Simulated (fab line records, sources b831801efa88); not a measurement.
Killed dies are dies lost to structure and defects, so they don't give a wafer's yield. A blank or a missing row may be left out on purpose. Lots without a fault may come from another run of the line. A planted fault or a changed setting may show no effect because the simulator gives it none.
fab line records | flow sky130
record lots=5 wafers=15 last_day=50
route steps=708 shown VT_ADJUST_LVTN@109 VT_ADJUST_NCORE@119 VT_ADJUST_HVTR@131 VT_ADJUST_PCH@143 SONOS_TUNNEL@154
lots that met no fault: from a run of the same line without faults
start_h: hours from the record's first day to the start of the lot's first wafer shown | wait_h: hours since the lot's step before | " the same as in the row above | L1.1+2: a row that stands for several wafers | - no value, or no start given | * or withheld: withheld | < > ~ a bound
route shown NAME@n: a module of which the file shows steps, and the number in the route of the first | usual: mean/standard deviation of fault-free wafers | same: alike in all rows | chamber/n: place in a boat | sites: the reading at each site | _std_site: their standard deviation | _edge_site: outer sites' mean less inner sites' | radius_mm: how far each site lies from the wafer's centre | mask NAME#n: copy n | behind: the tool/chamber that last shaped the wafer | hold: why the lot was held/for how many hours/how that ended | device: the transistor (n, p or np) that didn't switch | end of line: the same wafers' tests at the end of the route | a step without rows: its recipe alone | killed: dies lost to structure and defects at the first sort, not the wafer's yield | map: a wafer's dies, x killed, . not, _ none there
set.NAME: the setting as run; set.NAME@STEP: as run at that earlier step | model.NAME: the simulator's own value behind a step, which no gauge read
lots at some steps of the route; a table a step, a row a wafer
services: from which hour (start_h, from the record's first day; less than 0 if before it) a tool's chamber was out of use, for how many hours, and why
## steps
# step SKY_VT_ADJUST_LVTN_HMDS_12
# recipe prime_time_s=60 prime_temp_c=120
# columns lot.wafer tool chamber start_h wait_h
L080.3+5+6 litho_track-03 0 189.37 0.1
L087.1+3+5 litho_track-03 0 237.62 0.1
L092.3+4+6 litho_track-02 0 272.12 0.1
L094.1+2+3 litho_track-02 0 288.22 0.1
L096.2+4+5 litho_track-03 0 304.64 0.1
# step SKY_VT_ADJUST_LVTN_COAT_13
# recipe resist=NOVOLAK spin_rpm=3000 resist_thk_nm=1140
# columns lot.wafer tool chamber start_h wait_h
L080.3+5+6 litho_track-03 0 189.52 0.1
L087.1+3+5 litho_track-03 0 237.77 0.1
L092.3+4+6 litho_track-02 0 272.27 0.1
L094.1+2+3 litho_track-02 0 288.37 0.1
L096.2+4+5 litho_track-03 0 304.79 0.1
# step SKY_VT_ADJUST_LVTN_SOFTBAKE_14
# recipe temp_c=90 time_s=60 resist=NOVOLAK
# same time_s=60
# columns lot.wafer tool chamber start_h wait_h
L080.3+5+6 litho_track-03 0 189.67 0.1
L087.1+3+5 litho_track-03 0 237.92 0.1
L092.3+4+6 litho_track-02 0 272.42 0.1
L094.1+2+3 litho_track-02 0 288.52 0.1
L096.2+4+5 litho_track-03 0 304.94 0.1
# step SKY_VT_ADJUST_LVTN_EXPOSE_15
# recipe mask_id=HVN_STD_DERIVED na=0.6 source_shape=conventional sigma_outer=0.6 polarization=unpolarized target_cd_nm=600 dose_mj=163
# columns lot.wafer tool chamber start_h wait_h mask
L080.3+5+6 iline_stepper-01 0 - - HVN_STD_DERIVED#0
L087.1+3+5 iline_stepper-02 0 - - HVN_STD_DERIVED#0
L092.3+4+6 iline_stepper-02 0 - - HVN_STD_DERIVED#0
L094.1+2+3 iline_stepper-02 0 - - HVN_STD_DERIVED#0
L096.2+4+5 iline_stepper-02 0 - - HVN_STD_DERIVED#0
# step SKY_VT_ADJUST_LVTN_PEB_16
# recipe temp_c=withheld time_s=* resist=NOVOLAK
# same time_s=*
# columns lot.wafer tool chamber start_h wait_h
L080.3+5+6 litho_track-02 0 - -
L087.1+3+5 litho_track-02 0 - -
L092.3+4+6 litho_track-02 0 - -
L094.1+2+3 litho_track-01 0 - -
L096.2+4+5 litho_track-01 0 - -
# step SKY_VT_ADJUST_LVTN_DEVELOP_17
# recipe resist=NOVOLAK developer=TMAH develop_time_s=60 dev_temp_c=23
# same develop_time_s=60
# columns lot.wafer tool chamber start_h wait_h
L080.3+5+6 litho_track-02 0 200.12 0.1
L087.1+3+5 litho_track-02 0 249.62 0.1
L092.3+4+6 litho_track-02 0 283.82 0.1
L094.1+2+3 litho_track-01 0 300.97 0.1
L096.2+4+5 litho_track-01 0 315.50 0.1
# step SKY_VT_ADJUST_LVTN_OVL_MEAS_18
# usual VT_ADJUST_LVTN_01_OVL=0.4/1.5
# columns lot.wafer tool chamber start_h wait_h VT_ADJUST_LVTN_01_OVL[nm]
L080.3 overlay-02 - 200.23 0.1 -0.8
L080.5 " - " " -0.3
L080.6 " - " " -0.2
L087.1 overlay-01 - 249.77 0.1 1.0
L087.3 " - " " 2.1
L087.5 " - " " 2.9
L092.3 overlay-01 - 283.93 0.1 1.7
L092.4 " - " " 2.2
L092.6 " - " " 1.4
L094.1 overlay-01 - 302.83 1.8 1.7
L094.2 " - " " -0.2
L094.3 " - " " 1.7
L096.2 overlay-01 - 315.63 0.1 -2.2
L096.4 " - " " -0.1
L096.5 " - " " -2.1
# step SKY_VT_ADJUST_LVTN_IMPLANT_19
# recipe species=B energy_kev=30 dose_cm2=6.5e+11 tilt_deg=withheld
# columns lot.wafer tool chamber start_h wait_h
L080.3+5+6 implanter-03 0 200.30 0.1
L087.1+3+5 implanter-02 0 249.80 0.0
L092.3+4+6 implanter-02 0 284.00 0.1
L094.1+2+3 implanter-02 0 302.92 0.1
L096.2+4+5 implanter-02 0 315.68 0.0
# step SKY_VT_ADJUST_LVTN_STRIP_20
# recipe chemistry=O2/N2 power_w=1400 pressure_mtorr=1500 platen_temp_c=withheld o2_flow_sccm=3000 n2_flow_sccm=300 overash_fraction=0.5
# usual drypump_motor_current_A=5.77/0.27 oes_product_au=0.715/0.0046 strip_time_to_endpoint_s=14.18/0.04
# same overash_fraction=0.5
# columns lot.wafer tool chamber start_h wait_h drypump_motor_current_A oes_product_au rf_hours_counter_h strip_time_to_endpoint_s
L080.3 plasma_asher-01 1 200.44 0.1 6.30 0.719 - 14.22
L080.5 " 1 " " 6.29 0.720 - 14.18
L080.6 " 0 " " 5.99 0.714 - 14.22
L087.1 plasma_asher-03 0 249.95 0.1 5.66 0.707 41 14.21
L087.3 " 0 " " 5.68 0.715 - 14.15
L087.5 " 1 " " 5.41 0.721 - 14.21
L092.3 plasma_asher-01 1 284.13 0.1 6.30 0.721 - 14.13
L092.4 " 0 " " 5.97 0.721 - 14.16
L092.6 " 0 " " 5.96 0.713 - 14.10
L094.1 plasma_asher-02 1 303.07 0.1 5.82 0.718 64 14.16
L094.2 " 0 " " 5.62 0.712 64 14.21
L094.3 " 0 " " 5.61 0.724 - 14.16
L096.2 plasma_asher-03 0 315.81 0.1 5.64 0.718 48 14.17
L096.4 " 0 " " 5.66 0.716 - 14.15
L096.5 " 1 " " 5.39 0.720 - 14.12
# step SKY_VT_ADJUST_LVTN_TW_MEAS_21
# usual VT_ADJUST_LVTN_2_TW=188.4/2.3
# columns lot.wafer tool chamber start_h wait_h VT_ADJUST_LVTN_2_TW
L080.3 film_metro-03 - 200.52 0.1 190.6
L080.5 " - " " 189.6
L080.6 " - " " 190.6
L087.1 film_metro-03 - 250.05 0.1 189.8
L087.3 " - " " 188.5
L087.5 " - " " 189.1
L092.3 film_metro-01 - 284.22 0.1 191.0
L092.4 " - " " 190.8
L092.6 " - " " 191.3
L094.1 film_metro-02 - 303.17 0.1 186.5
L094.2 " - " " 186.4
L094.3 " - " " 187.4
L096.2 film_metro-03 - 315.92 0.1 189.1
L096.4 " - " " 189.5
L096.5 " - " " 189.3
# step SKY_VT_ADJUST_NCORE_DEHYDRATE_00
# recipe temp_c=200 time_s=60
# same time_s=60
# columns lot.wafer tool chamber start_h wait_h
L080.3+5+6 litho_track-01 0 210.72 10.2
L087.1+3+5 litho_track-01 0 261.97 11.9
L092.3+4+6 litho_track-04 0 296.65 12.4
L094.1+2+3 litho_track-04 0 311.55 8.4
L096.2+4+5 litho_track-04 0 326.78 10.9
# step SKY_VT_ADJUST_NCORE_HMDS_01
# recipe prime_time_s=60 prime_temp_c=120
# columns lot.wafer tool chamber start_h wait_h
L080.3+5+6 litho_track-01 0 210.87 0.1
L087.1+3+5 litho_track-01 0 262.12 0.1
L092.3+4+6 litho_track-04 0 296.80 0.1
L094.1+2+3 litho_track-04 0 311.70 0.1
L096.2+4+5 litho_track-04 0 326.93 0.1
# step SKY_VT_ADJUST_NCORE_COAT_02
# recipe resist=NOVOLAK spin_rpm=3072 resist_thk_nm=1140
# columns lot.wafer tool chamber start_h wait_h
L080.3+5+6 litho_track-01 0 211.02 0.1
L087.1+3+5 litho_track-01 0 262.27 0.1
L092.3+4+6 litho_track-04 0 296.95 0.1
L094.1+2+3 litho_track-04 0 311.85 0.1
L096.2+4+5 litho_track-04 0 327.08 0.1
# step SKY_VT_ADJUST_NCORE_SOFTBAKE_03
# recipe temp_c=90 time_s=60 resist=NOVOLAK
# same time_s=60
# columns lot.wafer tool chamber start_h wait_h
L080.3+5+6 litho_track-01 0 211.17 0.1
L087.1+3+5 litho_track-01 0 262.42 0.1
L092.3+4+6 litho_track-04 0 297.10 0.1
L094.1+2+3 litho_track-04 0 312.00 0.1
L096.2+4+5 litho_track-04 0 327.23 0.1
# step SKY_VT_ADJUST_NCORE_EXPOSE_04
# recipe mask_id=LVTN_COMPLEMENT_THIN na=0.6 source_shape=conventional sigma_outer=0.6 polarization=unpolarized target_cd_nm=380 dose_mj=139
# columns lot.wafer tool chamber start_h wait_h mask
L080.3+5+6 iline_stepper-02 0 - - LVTN_COMPLEMENT_THIN#0
L087.1+3+5 iline_stepper-02 0 - - LVTN_COMPLEMENT_THIN#0
L092.3+4+6 iline_stepper-02 0 - - LVTN_COMPLEMENT_THIN#0
L094.1+2+3 iline_stepper-01 0 - - LVTN_COMPLEMENT_THIN#0
L096.2+4+5 iline_stepper-02 0 - - LVTN_COMPLEMENT_THIN#0
# step SKY_VT_ADJUST_NCORE_PEB_05
# recipe temp_c=withheld time_s=* resist=NOVOLAK
# same time_s=*
# columns lot.wafer tool chamber start_h wait_h
L080.3+5+6 litho_track-02 0 - -
L087.1+3+5 litho_track-02 0 - -
L092.3+4+6 litho_track-02 0 - -
L094.1+2+3 litho_track-04 0 - -
L096.2+4+5 litho_track-01 0 - -
# step SKY_VT_ADJUST_NCORE_DEVELOP_06
# recipe resist=NOVOLAK developer=TMAH develop_time_s=60 dev_temp_c=23
# same develop_time_s=60
# columns lot.wafer tool chamber start_h wait_h
L080.3+5+6 litho_track-02 0 221.57 0.1
L087.1+3+5 litho_track-02 0 274.47 0.1
L092.3+4+6 litho_track-02 0 307.97 0.1
L094.1+2+3 litho_track-04 0 324.00 0.1
L096.2+4+5 litho_track-01 0 340.60 0.1
# step SKY_VT_ADJUST_NCORE_CD_MEAS_07
# recipe target_cd_nm=380
# usual cd_nm=381.8/2.4
# columns lot.wafer tool chamber start_h wait_h cd_nm
L080.3 cd_sem-02 - 221.71 0.1 379.4
L080.5 " - " " 380.9
L080.6 " - " " 378.1
L087.1 cd_sem-01 - 274.62 0.1 381.6
L087.3 " - " " 381.4
L087.5 " - " " 381.7
L092.3 cd_sem-02 - 308.11 0.1 381.8
L092.4 " - " " 379.5
L092.6 " - " " 380.3
L094.1 cd_sem-02 - 324.15 0.1 385.6
L094.2 " - " " 382.1
L094.3 " - " " 382.9
L096.2 cd_sem-01 - 340.74 0.1 383.2
L096.4 " - " " 383.4
L096.5 " - " " 382.9
# step SKY_VT_ADJUST_NCORE_OVL_MEAS_08
# usual VT_ADJUST_NCORE_OVL=-0.4/1.3
# columns lot.wafer tool chamber start_h wait_h VT_ADJUST_NCORE_OVL[nm]
L080.3 overlay-01 - 221.80 0.1 -1.6
L080.5 " - " " -1.3
L080.6 " - " " -0.4
L087.1 overlay-02 - 274.74 0.1 -0.9
L087.3 " - " " -1.5
L087.5 " - " " 0.5
L092.3 overlay-01 - 308.20 0.1 -0.7
L092.4 " - " " 0.4
L092.6 " - " " 0.1
L094.1 overlay-01 - 324.27 0.1 -2.3
L094.2 " - " " -1.2
L094.3 " - " " -0.8
L096.2 overlay-02 - 340.85 0.1 -1.0
L096.4 " - " " 0.2
L096.5 " - " " -1.0
# step SKY_VT_ADJUST_NCORE_IMPLANT_09
# recipe species=B energy_kev=10 dose_cm2=2.4e+12 tilt_deg=withheld
# columns lot.wafer tool chamber start_h wait_h
L080.3+5+6 implanter-04 0 221.87 0.1
L087.1+3+5 implanter-04 0 274.77 0.0
L092.3+4+6 implanter-01 0 308.27 0.1
L094.1+2+3 implanter-03 0 324.31 0.0
L096.2+4+5 implanter-03 0 340.90 0.0
# step SKY_VT_ADJUST_NCORE_STRIP_10
# recipe chemistry=O2/N2 power_w=1400 pressure_mtorr=1500 platen_temp_c=withheld o2_flow_sccm=3000 n2_flow_sccm=300 overash_fraction=0.5
# usual drypump_motor_current_A=5.87/0.27 oes_product_au=0.715/0.0046 strip_time_to_endpoint_s=14.01/0.04
# same overash_fraction=0.5
# columns lot.wafer tool chamber start_h wait_h drypump_motor_current_A oes_product_au rf_hours_counter_h strip_time_to_endpoint_s
L080.3 plasma_asher-02 1 222.00 0.1 5.80 0.714 - 13.97
L080.5 " 1 " " 5.78 0.718 - 14.00
L080.6 " 0 " " 5.61 0.719 - 14.00
L087.1 plasma_asher-02 0 274.92 0.1 5.60 0.716 62 14.00
L087.3 " 1 " " 5.83 0.720 - 14.00
L087.5 " 0 " " 5.63 0.715 - 13.99
L092.3 plasma_asher-04 0 308.40 0.1 5.58 0.714 - 13.99
L092.4 " 1 " " 6.20 0.712 - 14.01
L092.6 " 0 " " 5.58 0.720 - 13.94
L094.1 plasma_asher-02 1 324.46 0.1 5.76 0.711 66 13.99
L094.2 " 0 " " 5.60 0.714 66 14.00
L094.3 " 0 " " 5.62 0.719 - 14.03
L096.2 plasma_asher-04 0 341.03 0.1 5.58 0.713 65 14.08
L096.4 " 0 " " 5.57 0.722 - 14.02
L096.5 " 0 " " 5.56 0.719 - 14.08
# step SKY_VT_ADJUST_NCORE_TW_MEAS_11
# usual VT_ADJUST_NCORE_TW=219.4/2.4
# columns lot.wafer tool chamber start_h wait_h VT_ADJUST_NCORE_TW
L080.3 film_metro-01 - 222.09 0.1 220.9
L080.5 " - " " 221.6
L080.6 " - " " 222.0
L087.1 film_metro-01 - 275.02 0.1 222.6
L087.3 " - " " 222.0
L087.5 " - " " 222.0
L092.3 film_metro-02 - 308.49 0.1 218.1
L092.4 " - " " 217.3
L092.6 " - " " 217.7
L094.1 film_metro-02 - 324.56 0.1 217.5
L094.2 " - " " 217.2
L094.3 " - " " 217.8
L096.2 film_metro-01 - 341.14 0.1 222.1
L096.4 " - " " 222.7
L096.5 " - " " 223.1
# step SKY_VT_ADJUST_HVTR_DEHYDRATE_00
# recipe temp_c=200 time_s=60
# same time_s=60
# columns lot.wafer tool chamber start_h wait_h
L080.3+5+6 litho_track-03 0 232.72 10.6
L087.1+3+5 litho_track-02 0 286.82 11.8
L092.3+4+6 litho_track-03 0 319.82 11.3
L094.1+2+3 litho_track-04 0 334.15 9.6
L096.2+4+5 litho_track-04 0 355.08 13.9
# step SKY_VT_ADJUST_HVTR_HMDS_01
# recipe prime_time_s=60 prime_temp_c=120
# columns lot.wafer tool chamber start_h wait_h
L080.3+5+6 litho_track-03 0 232.87 0.1
L087.1+3+5 litho_track-02 0 286.97 0.1
L092.3+4+6 litho_track-03 0 319.97 0.1
L094.1+2+3 litho_track-04 0 334.30 0.1
L096.2+4+5 litho_track-04 0 355.23 0.1
# step SKY_VT_ADJUST_HVTR_COAT_02
# recipe resist=NOVOLAK spin_rpm=3000 resist_thk_nm=1152
# columns lot.wafer tool chamber start_h wait_h
L080.3+5+6 litho_track-03 0 233.02 0.1
L087.1+3+5 litho_track-02 0 287.12 0.1
L092.3+4+6 litho_track-03 0 320.12 0.1
L094.1+2+3 litho_track-04 0 334.45 0.1
L096.2+4+5 litho_track-04 0 355.38 0.1
# step SKY_VT_ADJUST_HVTR_SOFTBAKE_03
# recipe temp_c=90 time_s=60 resist=NOVOLAK
# same time_s=60
# columns lot.wafer tool chamber start_h wait_h
L080.3+5+6 litho_track-03 0 233.17 0.1
L087.1+3+5 litho_track-02 0 287.27 0.1
L092.3+4+6 litho_track-03 0 320.27 0.1
L094.1+2+3 litho_track-04 0 334.60 0.1
L096.2+4+5 litho_track-04 0 355.53 0.1
# step SKY_VT_ADJUST_HVTR_EXPOSE_04
# recipe mask_id=HVTRM target_cd_nm=380 na=0.6 source_shape=conventional sigma_outer=0.6 dose_mj=150
# columns lot.wafer tool chamber start_h wait_h mask
L080.3+5+6 iline_stepper-02 0 - - HVTRM#0
L087.1+3+5 iline_stepper-02 0 - - HVTRM#0
L092.3+4+6 iline_stepper-02 0 - - HVTRM#0
L094.1+2+3 iline_stepper-01 0 - - HVTRM#0
L096.2+4+5 iline_stepper-01 0 - - HVTRM#0
# step SKY_VT_ADJUST_HVTR_PEB_05
# recipe temp_c=withheld time_s=* resist=NOVOLAK
# same time_s=*
# columns lot.wafer tool chamber start_h wait_h
L080.3+5+6 litho_track-02 0 - -
L087.1+3+5 litho_track-03 0 - -
L092.3+4+6 litho_track-04 0 - -
L094.1+2+3 litho_track-04 0 - -
L096.2+4+5 litho_track-03 0 - -
# step SKY_VT_ADJUST_HVTR_DEVELOP_06
# recipe develop_time_s=60 dev_temp_c=23
# same develop_time_s=60
# columns lot.wafer tool chamber start_h wait_h
L080.3+5+6 litho_track-02 0 244.92 0.1
L087.1+3+5 litho_track-03 0 299.82 0.1
L092.3+4+6 litho_track-04 0 331.05 0.1
L094.1+2+3 litho_track-04 0 350.10 0.1
L096.2+4+5 litho_track-03 0 367.69 0.1
# step SKY_VT_ADJUST_HVTR_CD_MEAS_07
# recipe target_cd_nm=380
# usual cd_nm=380.5/2.4
# columns lot.wafer tool chamber start_h wait_h cd_nm
L080.3 cd_sem-01 - 245.06 0.1 379.0
L080.5 " - " " 380.1
L080.6 " - " " 380.9
L087.1 cd_sem-02 - 299.97 0.1 379.3
L087.3 " - " " 380.0
L087.5 " - " " 379.2
L092.3 cd_sem-02 - 331.19 0.1 380.2
L092.4 " - " " 379.8
L092.6 " - " " 381.2
L094.1 cd_sem-01 - 350.25 0.1 381.5
L094.2 " - " " 381.6
L094.3 " - " " 379.4
L096.2 cd_sem-01 - 367.84 0.1 380.2
L096.4 " - " " 379.6
L096.5 " - " " 378.0
# step SKY_VT_ADJUST_HVTR_OVL_MEAS_08
# usual VT_ADJUST_HVTR_OVL=-0.6/1.5
# columns lot.wafer tool chamber start_h wait_h VT_ADJUST_HVTR_OVL[nm]
L080.3 overlay-01 - 245.15 0.1 0.7
L080.5 " - " " -0.1
L080.6 " - " " 0.6
L087.1 overlay-01 - 302.65 2.7 -2.6
L087.3 " - " " -4.3
L087.5 " - " " -2.1
L092.3 overlay-01 - 331.29 0.1 -1.2
L092.4 " - " " -1.6
L092.6 " - " " 1.4
L094.1 overlay-02 - 350.37 0.1 -0.8
L094.2 " - " " -1.7
L094.3 " - " " -0.9
L096.2 overlay-01 - 367.94 0.1 -1.0
L096.4 " - " " -1.3
L096.5 " - " " -1.2
# step SKY_VT_ADJUST_HVTR_IMPLANT_09
# recipe species=B energy_kev=10 dose_cm2=2.1e+12 tilt_deg=withheld
# columns lot.wafer tool chamber start_h wait_h
L080.3+5+6 implanter-02 0 245.22 0.1
L087.1+3+5 implanter-01 0 302.71 0.0
L092.3+4+6 implanter-01 0 331.36 0.1
L094.1+2+3 implanter-04 0 350.41 0.0
L096.2+4+5 implanter-04 0 368.00 0.0
# step SKY_VT_ADJUST_HVTR_STRIP_10
# recipe chemistry=O2/N2 power_w=1400 pressure_mtorr=1500 platen_temp_c=withheld o2_flow_sccm=3000 n2_flow_sccm=300 overash_fraction=0.5
# usual drypump_motor_current_A=5.8/0.32 oes_product_au=0.716/0.0041 strip_time_to_endpoint_s=14.297/0.028
# same overash_fraction=0.5
# columns lot.wafer tool chamber start_h wait_h drypump_motor_current_A oes_product_au rf_hours_counter_h strip_time_to_endpoint_s
L080.3 plasma_asher-04 0 245.35 0.1 5.6 0.717 - 14.293
L080.5 " 0 " " 5.6 0.709 - 14.278
L080.6 " 1 " " 6.2 0.721 - 14.298
L087.1 plasma_asher-01 1 302.86 0.1 6.3 0.717 19 14.252
L087.3 " 1 " " 6.3 0.716 - 14.255
L087.5 " 1 " " 6.3 0.716 - 14.257
L092.3 plasma_asher-03 0 331.49 0.1 5.6 0.719 - 14.265
L092.4 " 1 " " 5.4 0.714 - 14.296
L092.6 " 0 " " 5.7 0.715 - 14.288
L094.1 plasma_asher-01 1 350.56 0.1 6.3 0.716 23 14.330
L094.2 " 0 " " 6.0 0.719 23 14.306
L094.3 " 1 " " 6.3 0.711 - 14.340
L096.2 plasma_asher-04 1 368.12 0.1 6.2 0.713 68 14.339
L096.4 " 1 " " 6.2 0.718 - 14.355
L096.5 " 1 " " 6.2 0.712 - 14.356
# step SKY_VT_ADJUST_HVTR_TW_MEAS_11
# usual VT_ADJUST_HVTR_TW=212.1/1.5
# columns lot.wafer tool chamber start_h wait_h VT_ADJUST_HVTR_TW
L080.3 film_metro-03 - 245.44 0.1 212.4
L080.5 " - " " 213.3
L080.6 " - " " 211.8
L087.1 film_metro-03 - 302.96 0.1 213.9
L087.3 " - " " 213.3
L087.5 " - " " 213.8
L092.3 film_metro-04 - 331.58 0.1 209.6
L092.4 " - " " 211.6
L092.6 " - " " 209.8
L094.1 film_metro-04 - 350.66 0.1 210.4
L094.2 " - " " 210.4
L094.3 " - " " 210.4
L096.2 film_metro-04 - 368.23 0.1 210.9
L096.4 " - " " 210.8
L096.5 " - " " 209.7
# step SKY_VT_ADJUST_PCH_DEHYDRATE_00
# recipe temp_c=200 time_s=60
# same time_s=60
# columns lot.wafer tool chamber start_h wait_h
L080.3+5+6 litho_track-03 0 256.32 10.9
L087.1+3+5 litho_track-01 0 311.07 8.1
L092.3+4+6 litho_track-01 0 345.57 14.0
L094.1+2+3 litho_track-03 0 362.97 12.3
L096.2+4+5 litho_track-01 0 382.70 14.5
# step SKY_VT_ADJUST_PCH_HMDS_01
# recipe prime_time_s=60 prime_temp_c=120
# columns lot.wafer tool chamber start_h wait_h
L080.3+5+6 litho_track-03 0 256.47 0.1
L087.1+3+5 litho_track-01 0 311.22 0.1
L092.3+4+6 litho_track-01 0 345.72 0.1
L094.1+2+3 litho_track-03 0 363.12 0.1
L096.2+4+5 litho_track-01 0 382.85 0.1
# step SKY_VT_ADJUST_PCH_COAT_02
# recipe spin_rpm=2000 resist_thk_nm=3000
# columns lot.wafer tool chamber start_h wait_h
L080.3+5+6 litho_track-03 0 256.62 0.1
L087.1+3+5 litho_track-01 0 311.37 0.1
L092.3+4+6 litho_track-01 0 345.87 0.1
L094.1+2+3 litho_track-03 0 363.27 0.1
L096.2+4+5 litho_track-01 0 383.00 0.1
# step SKY_VT_ADJUST_PCH_SOFTBAKE_03
# recipe temp_c=110 time_s=withheld
# columns lot.wafer tool chamber start_h wait_h
L080.3+5+6 litho_track-03 0 256.78 0.1
L087.1+3+5 litho_track-01 0 311.52 0.1
L092.3+4+6 litho_track-01 0 346.04 0.1
L094.1+2+3 litho_track-03 0 363.42 0.1
L096.2+4+5 litho_track-01 0 383.15 0.1
# step SKY_VT_ADJUST_PCH_EXPOSE_04
# recipe mask_id=NWM na=0.6 source_shape=conventional sigma_outer=0.6 polarization=unpolarized target_cd_nm=840 dose_mj=255
# columns lot.wafer tool chamber start_h wait_h mask
L080.3+5+6 iline_stepper-01 0 - - NWM#0
L087.1+3+5 iline_stepper-02 0 - - NWM#0
L092.3+4+6 iline_stepper-01 0 - - NWM#0
L094.1+2+3 iline_stepper-01 0 - - NWM#0
L096.2+4+5 iline_stepper-02 0 - - NWM#0
# step SKY_VT_ADJUST_PCH_PEB_05
# recipe temp_c=115 time_s=withheld
# columns lot.wafer tool chamber start_h wait_h
L080.3+5+6 litho_track-04 0 - -
L087.1+3+5 litho_track-01 0 - -
L092.3+4+6 litho_track-03 0 - -
L094.1+2+3 litho_track-03 0 - -
L096.2+4+5 litho_track-03 0 - -
# step SKY_VT_ADJUST_PCH_DEVELOP_06
# recipe wall_angle_deg=90 developer=TMAH develop_time_s=60 dev_temp_c=23
# same develop_time_s=60
# columns lot.wafer tool chamber start_h wait_h
L080.3+5+6 litho_track-04 0 - -
L087.1+3+5 litho_track-01 0 - -
L092.3+4+6 litho_track-03 0 - -
L094.1+2+3 litho_track-03 0 - -
L096.2+4+5 litho_track-03 0 - -
# step SKY_VT_ADJUST_PCH_OVL_MEAS_07
# usual VT_ADJUST_PCH_OVL=0.2/1.1
# columns lot.wafer tool chamber start_h wait_h VT_ADJUST_PCH_OVL[nm]
L080.3 overlay-02 - 269.07 - -0.8
L080.5 " - " " -0.5
L080.6 " - " " 1.2
L087.1 overlay-01 - 323.97 - -0.5
L087.3 " - " " -0.5
L087.5 " - " " 0.2
L092.3 overlay-02 - 359.68 - -0.2
L092.4 " - " " 0.3
L092.6 " - " " 0.4
L094.1 overlay-02 - 378.77 - 0.2
L094.2 " - " " -0.5
L094.3 " - " " 0.3
L096.2 overlay-01 - 396.62 - 1.5
L096.4 " - " " 1.6
L096.5 " - " " 0.5
# step SKY_VT_ADJUST_PCH_IMPLANT_08
# recipe species=B energy_kev=10 dose_cm2=5e+11 tilt_deg=withheld
# columns lot.wafer tool chamber start_h wait_h
L080.3+5+6 implanter-02 0 269.14 0.1
L087.1+3+5 implanter-01 0 324.01 0.0
L092.3+4+6 implanter-03 0 359.75 0.1
L094.1+2+3 implanter-01 0 378.80 0.0
L096.2+4+5 implanter-02 0 396.68 0.0
# step SKY_VT_ADJUST_PCH_STRIP_09
# recipe chemistry=O2/N2 power_w=1400 pressure_mtorr=1500 platen_temp_c=withheld o2_flow_sccm=3000 n2_flow_sccm=300 overash_fraction=0.5
# usual drypump_motor_current_A=5.77/0.27 oes_product_au=0.722/0.0045 strip_time_to_endpoint_s=36.88/0.14
# same overash_fraction=0.5
# columns lot.wafer tool chamber start_h wait_h drypump_motor_current_A oes_product_au rf_hours_counter_h strip_time_to_endpoint_s
L080.3 plasma_asher-02 0 269.27 0.1 5.63 0.724 - 36.92
L080.5 " 0 " " 5.62 0.721 - 36.82
L080.6 " 1 " " 5.81 0.724 - 36.98
L087.1 plasma_asher-04 1 324.16 0.1 6.18 0.722 63 36.73
L087.3 " 1 " " 6.18 0.716 - 36.68
L087.5 " 1 " " 6.17 0.715 - 36.78
L092.3 plasma_asher-04 0 359.89 0.1 5.55 0.721 - 36.68
L092.4 " 1 " " 6.18 0.719 - 36.61
L092.6 " 1 " " 6.16 0.720 - 36.63
L094.1 plasma_asher-03 0 378.95 0.1 5.67 0.716 53 36.86
L094.2 " 1 " " 5.41 0.716 53 36.86
L094.3 " 0 " " 5.69 0.717 - 36.97
L096.2 plasma_asher-04 0 396.80 0.1 5.58 0.721 71 36.71
L096.4 " 0 " " 5.58 0.720 - 36.81
L096.5 " 1 " " 6.18 0.730 - 36.69
# step SKY_VT_ADJUST_PCH_TW_MEAS_10
# usual VT_ADJUST_PCH_TW=142.7/1.2
# columns lot.wafer tool chamber start_h wait_h VT_ADJUST_PCH_TW
L080.3 film_metro-03 - 269.36 0.1 143.5
L080.5 " - " " 143.3
L080.6 " - " " 143.4
L087.1 film_metro-04 - 324.26 0.1 142.5
L087.3 " - " " 142.5
L087.5 " - " " 141.8
L092.3 film_metro-02 - 359.97 0.1 142.1
L092.4 " - " " 142.4
L092.6 " - " " 141.3
L094.1 film_metro-03 - 379.05 0.1 143.7
L094.2 " - " " 144.1
L094.3 " - " " 144.2
L096.2 film_metro-03 - 396.91 0.1 144.0
L096.4 " - " " 144.6
L096.5 " - " " 144.2
# step SKY_SONOS_TUNNEL_DEHYDRATE_00
# recipe temp_c=200 time_s=60
# same time_s=60
# columns lot.wafer tool chamber start_h wait_h
L080.3+5+6 litho_track-03 0 280.82 11.4
L087.1+3+5 litho_track-01 0 333.92 9.7
L092.3+4+6 litho_track-02 0 372.91 12.9
L094.1+2+3 litho_track-01 0 391.77 12.7
L096.2+4+5 litho_track-02 0 410.54 13.6
# step SKY_SONOS_TUNNEL_HMDS_01
# recipe prime_time_s=60 prime_temp_c=120
# columns lot.wafer tool chamber start_h wait_h
L080.3+5+6 litho_track-03 0 280.97 0.1
L087.1+3+5 litho_track-01 0 334.07 0.1
L092.3+4+6 litho_track-02 0 373.06 0.1
L094.1+2+3 litho_track-01 0 391.92 0.1
L096.2+4+5 litho_track-02 0 410.69 0.1
# step SKY_SONOS_TUNNEL_COAT_02
# recipe resist=NOVOLAK spin_rpm=3000 resist_thk_nm=1140
# columns lot.wafer tool chamber start_h wait_h
L080.3+5+6 litho_track-03 0 281.12 0.1
L087.1+3+5 litho_track-01 0 334.22 0.1
L092.3+4+6 litho_track-02 0 373.21 0.1
L094.1+2+3 litho_track-01 0 392.07 0.1
L096.2+4+5 litho_track-02 0 410.84 0.1
# step SKY_SONOS_TUNNEL_SOFTBAKE_03
# recipe temp_c=90 time_s=60 resist=NOVOLAK
# same time_s=60
# columns lot.wafer tool chamber start_h wait_h
L080.3+5+6 litho_track-03 0 281.27 0.1
L087.1+3+5 litho_track-01 0 334.37 0.1
L092.3+4+6 litho_track-02 0 373.36 0.1
L094.1+2+3 litho_track-01 0 392.22 0.1
L096.2+4+5 litho_track-02 0 410.99 0.1
## services
# columns tool chamber start_h hours kind
iline_stepper-01 - 168.95 11.1 repair
implanter-02 - 174.08 2.7 repair
implanter-04 - 188.09 1.7 repair
implanter-02 - 195.38 3.5 repair
iline_stepper-01 - 203.72 1.7 pm
plasma_asher-01 - 212.78 2.8 pm
implanter-04 - 213.48 1.5 repair
plasma_asher-03 - 230.72 14.6 pm
implanter-04 - 249.00 11.4 repair
implanter-01 - 263.06 2.5 pm
implanter-02 - 284.74 7.9 pm
iline_stepper-02 - 305.31 1.7 pm
plasma_asher-02 - 307.86 1.8 repair
iline_stepper-01 - 317.04 4.1 repair
implanter-02 - 343.62 29.6 pm
plasma_asher-01 - 360.87 1.6 repair
implanter-02 - 381.95 3.2 repair
plasma_asher-04 - 384.05 2.2 repair
implanter-01 - 385.75 1.8 repair
plasma_asher-04 - 401.92 2.2 repair
implanter-02 - 406.61 28.9 repair
## key
fault none
